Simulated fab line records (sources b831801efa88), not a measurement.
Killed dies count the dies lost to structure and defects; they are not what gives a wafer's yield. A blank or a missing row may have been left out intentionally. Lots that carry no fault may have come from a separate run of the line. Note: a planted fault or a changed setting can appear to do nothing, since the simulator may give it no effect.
8D (eight disciplines) problem report, filled in by code / flow sfq line / the parts of the form that need people (team, actions taken, sign-off) are left out

1. THE PROBLEM
Wafers without a fault read 79.15 W, standard deviation 0.061; heater power total W at SFQ_TRILAYER_I5_LITHO_PEB_147 reads a mean of 80.20 W on 2 wafers belonging to 2 lots. That is +17 standard deviations from the usual mean.
The step: peb time 60 s.
Earliest sighting: wafer L333.2 on litho track-01 at day 56 17:21. At this step, 18 wafers from 6 lots have a number in the record. The rule behind "out" and "out of limits": a value lying over 4 standard deviations away from the usual mean. Any other wafer with a number is counted as sound.

2. WHAT IT IS; WHAT IT IS NOT
question=which readings at this step | is=heater power total W | is not=-
question=which lots | is=L333, L334 | is not=L322, L323, L341, L344
question=which wafers of those lots | is=L333.2, L334.5 | is not=L333.4, L333.6, L334.1, L334.4
question=read on which tools | is=litho track-01 | is not=litho track-02, litho track-04
question=when | is=from day 56 17:21 | is not=up to then (8 sound wafers); but 8 sound wafers of L334, L341, L344 came after

3. SUSPECTS, AND WHAT RULES EACH OUT
Counting: if a tool at a process step up to the reading ran every lot that is out, it stays a suspect. Sound lots after the first of them don't rule it out here, since some wafers of a struck lot are sound.
- litho track-01 at SFQ_TRILAYER_I5_LITHO_PEB_147 (peb time 60 s): kept. Every lot that is out went through it, the first being L333 (day 56 17:21); the last sound lot it ran before that was L322 (day 52 14:33). Its own readings are out on those wafers: heater power total W.
After counting, what remains is litho track-01 at SFQ_TRILAYER_I5_LITHO_PEB_147.

4. THE CAUSE (what the simulator had put in)
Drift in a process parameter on litho track-01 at SFQ_TRILAYER_I5_LITHO_PEB_147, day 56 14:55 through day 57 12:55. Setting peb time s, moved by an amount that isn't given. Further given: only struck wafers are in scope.
After counting, this tool was the only one left.

5. THE CHAIN OF EFFECTS, in route order
Each row: a reading where the mean over the struck wafers with a number is more than 3 standard deviations away from the usual. Only readings for which the record gives a usual standard deviation are gone through. hours: the time from each lot's start at the first step in this table that gives one to its start at this step, as a median over the lots. sigmas: the change in usual standard deviations.
hours=0; step=SFQ_TRILAYER_I5_LITHO_PEB_147; reading=heater power total W; usual=79.15 W; on struck wafers=80.20; change=+1.05; sigmas=+17
Its process steps:
- SFQ_TRILAYER_I5_LITHO_PEB_147: peb time 60 s.
Later measuring or inspecting steps at which every struck wafer that the step has a row for has a number for every such reading, and none has moved that far: SFQ_I5_OVL_MEAS_936.

6. HOW IT WOULD HAVE BEEN CAUGHT EARLIER
The fault began at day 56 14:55; the first out-of-limits reading in this record came at day 56 17:21, 2 hours later.
